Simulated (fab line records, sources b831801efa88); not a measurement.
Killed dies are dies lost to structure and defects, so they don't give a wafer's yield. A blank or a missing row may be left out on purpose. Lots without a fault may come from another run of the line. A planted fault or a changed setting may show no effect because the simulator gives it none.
fab line records | flow sky130 | part 2 of 2: steps 28 to 34 of 34
record lots=5 wafers=15 last_day=49
route steps=708 shown SD_N@348 SD_P@359 RES_XHIGH@360 SALICIDE@361 LI_CONTACT@362
lots that met no fault: from a run of the same line without faults
start_h: hours from the record's first day to the start of the lot's first wafer shown | wait_h: hours since the lot's step before | " the same as in the row above | L1.1+2: a row that stands for several wafers | - no value, or no start given | * or withheld: withheld | < > ~ a bound
route shown NAME@n: a module of which the file shows steps, and the number in the route of the first | usual: mean/standard deviation of fault-free wafers | same: alike in all rows | chamber/n: place in a boat | sites: the reading at each site | _std_site: their standard deviation | _edge_site: outer sites' mean less inner sites' | radius_mm: how far each site lies from the wafer's centre | mask NAME#n: copy n | behind: the tool/chamber that last shaped the wafer | hold: why the lot was held/for how many hours/how that ended | device: the transistor (n, p or np) that didn't switch | end of line: the same wafers' tests at the end of the route | a step without rows: its recipe alone | killed: dies lost to structure and defects at the first sort, not the wafer's yield | map: a wafer's dies, x killed, . not, _ none there
set.NAME: the setting as run; set.NAME@STEP: as run at that earlier step | model.NAME: the simulator's own value behind a step, which no gauge read
lots at some steps of the route; a table a step, a row a wafer
services: from which hour (start_h, from the record's first day; less than 0 if before it) a tool's chamber was out of use, for how many hours, and why
## steps
# step SKY_LI_CONTACT_ETCH_14
# recipe chemistry=N2/H2 target=BARC ion_energy_ev=200 source_w=500 bias_w=100 pressure_mtorr=30 n2_flow_sccm=100 h2_flow_sccm=200 stop_on=SiO2 time_s=45.9 target_depth_a=600
# usual drypump_motor_current_A=5.7/0.34 oes_product_au=0.855/0.0051 throttle_valve_pct=13.224/0.0097
# columns lot.wafer tool chamber start_h wait_h drypump_motor_current_A oes_product_au rf_hours_counter_h throttle_valve_pct
L076.3 rie_diel-01 0 696.11 0.0 5.6 0.853 32 13.222
L076.5 " 1 " " 5.4 0.852 - 13.207
L076.6 " 0 " " 5.6 0.852 - 13.229
L079.2 rie_diel-04 3 726.51 0.0 5.8 0.854 1 13.222
L079.3 " 2 " " 6.0 0.861 2 13.237
L079.5 " 1 " " 5.7 0.862 - 13.244
L080.3 rie_diel-01 2 729.74 0.0 5.9 0.849 6 13.229
L080.4 " 2 " " 5.9 0.859 - 13.223
L080.5 " 3 " " 6.0 0.854 - 13.219
L091.1 rie_diel-02 2 814.56 0.0 6.0 0.855 5 13.218
L091.3 " 1 " " 5.8 0.858 1 13.213
L091.5 " 0 " " 4.8 0.860 - 13.224
L092.2 rie_diel-01 2 826.76 0.0 5.9 0.865 8 13.223
L092.3 " 1 " " 5.4 0.862 2 13.240
L092.6 " 3 " " 6.0 0.847 - 13.203
# step SKY_LI_CONTACT_ETCH_15
# recipe target=PSG chemistry=C4F8/O2/Ar stop_on=Si taper_deg=4.15 mask_material=KrF-thick source_w=1500 bias_w=1200 pressure_mtorr=40 c4f8_flow_sccm=withheld O2_flow_sccm=6 Ar_flow_sccm=300 time_s=withheld target_depth_a=6000
# usual oes_product_au=0.837/0.0048
# columns lot.wafer tool chamber start_h wait_h oes_product_au
L076.3 rie_diel-01 0 696.15 0.0 0.844
L076.5 " 1 " " 0.841
L076.6 " 0 " " 0.837
L079.2 rie_diel-04 3 726.55 0.0 0.838
L079.3 " 2 " " 0.839
L079.5 " 1 " " 0.831
L080.3 rie_diel-01 2 729.78 0.0 0.829
L080.4 " 2 " " 0.831
L080.5 " 3 " " 0.843
L091.1 rie_diel-02 2 814.60 0.0 0.849
L091.3 " 1 " " 0.832
L091.5 " 0 " " 0.833
L092.2 rie_diel-01 2 826.80 0.0 0.834
L092.3 " 1 " " 0.840
L092.6 " 3 " " 0.829
# step SKY_LI_CONTACT_STRIP_16
# recipe chemistry=O2/N2 power_w=1400 pressure_mtorr=1500 platen_temp_c=withheld o2_flow_sccm=3000 n2_flow_sccm=300 overash_fraction=0.5
# usual drypump_motor_current_A=5.6/0.49 oes_product_au=0.376/0.005 strip_time_to_endpoint_s=3.49/0.049
# columns lot.wafer tool chamber start_h wait_h drypump_motor_current_A oes_product_au rf_hours_counter_h strip_time_to_endpoint_s
L076.3 plasma_asher-03 0 696.27 - 5.3 0.371 - 3.49
L076.5 " 0 " " 5.3 0.371 - 3.48
L076.6 " 1 " " 5.2 0.381 - 3.48
L079.2 plasma_asher-03 1 726.64 - 5.2 0.382 97 3.54
L079.3 " 0 " " 5.3 0.373 - 3.54
L079.5 " 1 " " 5.2 0.373 - 3.49
L080.3 plasma_asher-02 0 729.90 - 4.9 0.379 - 3.40
L080.4 " 1 " " 6.1 0.366 - 3.40
L080.5 " 0 " " 4.9 0.374 - 3.52
L091.1 plasma_asher-01 1 814.69 - 5.7 0.377 38 3.50
L091.3 " 0 " " 6.1 0.384 - 3.55
L091.5 " 0 " " 6.1 0.382 - 3.56
L092.2 plasma_asher-03 0 826.89 - 5.3 0.376 8 3.47
L092.3 " 0 " " 5.3 0.368 - 3.52
L092.6 " 0 " " 5.3 0.381 - 3.58
# step SKY_LI_CONTACT_CLEAN_17
# recipe chemistry=NMP time_s=600 temp_c=60 dry=n2_spin
# columns lot.wafer tool chamber start_h wait_h
L076.3+5+6 wet_bench-01 1 696.33 0.0
L079.2+3+5 wet_bench-01 1 726.74 0.1
L080.3+4+5 wet_bench-01 2 729.97 0.0
L091.1+3+5 wet_bench-01 2 814.79 0.1
L092.2+3+6 wet_bench-01 0 826.99 0.1
# step SKY_LI_CONTACT_PRE_CLEAN_18
# recipe gas=Ar time_s=5.6 bias_v=358
# usual bias_v=358/3.2
# columns lot.wafer tool chamber start_h wait_h bias_v
L076.3 pvd_sputter-04 - 696.52 0.0 354
L076.5 " - " " 354
L076.6 " - " " 364
L079.2 pvd_sputter-01 - 726.91 0.0 360
L079.3 " - " " 364
L079.5 " - " " 360
L080.3 pvd_sputter-04 - 730.16 0.0 357
L080.4 " - " " 359
L080.5 " - " " 358
L091.1 pvd_sputter-04 - 814.97 0.0 361
L091.3 " - " " 356
L091.5 " - " " 357
L092.2 pvd_sputter-01 - 827.18 0.0 358
L092.3 " - " " 358
L092.6 " - " " 359
# step SKY_LI_CONTACT_SPUTTER_19
# recipe material=Ti target_thk_nm=20 chamber_pressure_pa=5 power_w=2500 substrate_temp_c=200 time_s=106.37
# usual cathode_dc_power_W=2500.0/0.46 chamber_pressure_pa=5.000/0.011 throttle_valve_pct=29.9/1.3
# columns lot.wafer tool chamber start_h wait_h cathode_dc_power_W chamber_pressure_pa throttle_valve_pct
L076.3 pvd_sputter-04 - 696.54 0.0 2500.2 5.007 30.0
L076.5 " - " " 2499.4 4.978 30.8
L076.6 " - " " 2500.0 5.005 29.5
L079.2 pvd_sputter-01 - 726.93 0.0 2499.2 4.996 30.0
L079.3 " - " " 2500.0 5.006 32.5
L079.5 " - " " 2499.5 4.997 30.1
L080.3 pvd_sputter-04 - 730.18 0.0 2499.8 4.996 30.9
L080.4 " - " " 2499.7 5.014 29.2
L080.5 " - " " 2500.0 5.013 29.6
L091.1 pvd_sputter-04 - 814.98 0.0 2499.3 4.997 29.3
L091.3 " - " " 2500.1 5.006 30.2
L091.5 " - " " 2501.0 5.002 29.9
L092.2 pvd_sputter-01 - 827.20 0.0 2500.6 5.009 28.4
L092.3 " - " " 2499.4 5.009 30.1
L092.6 " - " " 2499.5 5.005 32.3
# step SKY_LI_CONTACT_SPUTTER_20
# recipe material=TiN target_thk_nm=20 chamber_pressure_pa=5 power_w=4000 time_s=80
# usual cathode_dc_power_W=4000.1/0.69 chamber_pressure_pa=4.999/0.011 throttle_valve_pct=29.9/1.3
# columns lot.wafer tool chamber start_h wait_h cathode_dc_power_W chamber_pressure_pa throttle_valve_pct
L076.3 pvd_sputter-04 - 696.62 0.0 4000.6 4.994 29.7
L076.5 " - " " 4001.2 4.997 31.1
L076.6 " - " " 3999.6 5.004 29.4
L079.2 pvd_sputter-01 - 727.01 0.0 4000.2 4.988 30.3
L079.3 " - " " 3999.4 4.991 32.6
L079.5 " - " " 3999.1 4.998 29.7
L080.3 pvd_sputter-04 - 730.26 0.0 3998.7 4.993 30.7
L080.4 " - " " 3999.8 4.980 29.3
L080.5 " - " " 3999.4 5.017 29.5
L091.1 pvd_sputter-04 - 815.06 0.0 4000.5 4.997 29.3
L091.3 " - " " 4000.1 5.002 30.0
L091.5 " - " " 3999.9 4.989 30.1
L092.2 pvd_sputter-01 - 827.28 0.0 3999.9 5.017 28.2
L092.3 " - " " 4001.1 4.988 29.9
L092.6 " - " " 4000.3 5.000 32.1
## services
# columns tool chamber start_h hours kind
krf_scanner-02 - 647.04 0.4 repair
krf_scanner-02 - 651.10 0.8 pm
wet_bench-02 - 652.99 1.7 repair
plasma_asher-01 - 653.95 1.4 repair
rie_diel-01 3 674.53 6.9 repair
rie_diel-01 0 680.12 9.9 repair
krf_scanner-02 - 682.44 4.4 pm
krf_scanner-02 - 686.82 1.3 pm
rie_diel-01 - 714.24 5.7 repair
cmp-01 - 715.40 0.7 repair
plasma_asher-03 - 717.84 0.6 repair
cmp-01 - 719.98 0.8 repair
krf_scanner-02 - 726.85 1.0 pm
rie_diel-01 0 728.48 3.9 repair
cmp-01 - 730.58 0.5 repair
plasma_asher-03 - 733.75 9.0 pm
rie_diel-01 0 738.54 7.4 repair
cmp-01 - 744.00 4.0 pm
plasma_asher-03 - 745.64 1.0 repair
krf_scanner-02 - 752.12 0.6 repair
rie_diel-01 2 772.10 7.7 repair
rie_diel-01 0 791.59 8.7 repair
krf_scanner-02 - 803.29 3.6 pm
implanter-01 - 818.16 1.2 repair
